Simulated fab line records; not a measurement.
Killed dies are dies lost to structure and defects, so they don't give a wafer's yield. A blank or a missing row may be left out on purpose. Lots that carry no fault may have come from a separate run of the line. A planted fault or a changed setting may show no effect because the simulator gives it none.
Matching of chambers	flow sky130	SKY_SPACER_ETCHBACK_02 on rie_diel-02: 4 sister chambers
The step etches Si3N4 in CH3F/O2, stops on SiO2, time 46.7 s, target depth 45 nm. 8 wafers are shown with their chamber, then 7 later ones without.

## EACH WAFER AND ITS CHAMBER
wafer	chamber	drypump_motor_current_A (A)	chamber_pressure_mTorr (mTorr)
L082.1	2	5.5	24.998
L082.5	2	5.5	25.011
L083.6	1	5.6	24.998
L088.1	0	5.7	25.019
L088.3	3	6.6	24.974
L088.4	1	5.7	24.986
L095.1	3	6.6	24.967
L095.4	0	5.7	25.054

## WAFERS WITHOUT THEIR CHAMBER
wafer	drypump_motor_current_A (A)	chamber_pressure_mTorr (mTorr)
L095.6	5.6	25.042
L096.2	5.5	24.988
L096.4	5.6	25.012
L096.5	5.7	25.018
L097.1	5.6	25.015
L097.3	5.5	25.009
L097.6	5.7	25.046

## WHICH CHAMBER EACH WENT THROUGH
wafer	from the rows above	in truth
L095.6	can't be placed: 0 or 1 or 2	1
L096.2	2	2
L096.4	can't be placed: 1 or 2 or 0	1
L096.5	can't be placed: 0 or 1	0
L097.1	can't be placed: 1 or 2 or 0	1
L097.3	2	2
L097.6	0	0
Correctly placed: 3 of 7. From these rows, 4 cannot be placed; in 4 the true chamber is one of the candidates. Placed wrongly: 0.
How it was worked out, from the rows above alone: a wafer's distance from a chamber is the root of the sum, over the readings, of the square of ((its reading less the chamber's mean) divided by the reading's scatter). The wafer belongs to the nearest chamber; if the next one is less than 2 further off, it can't be placed. A chamber's mean is the mean of its shown wafers. How the scatter is found: for the shown wafers, subtract from each reading the mean of its chamber, square and add these, divide the total by (wafers less chambers), then take the root.
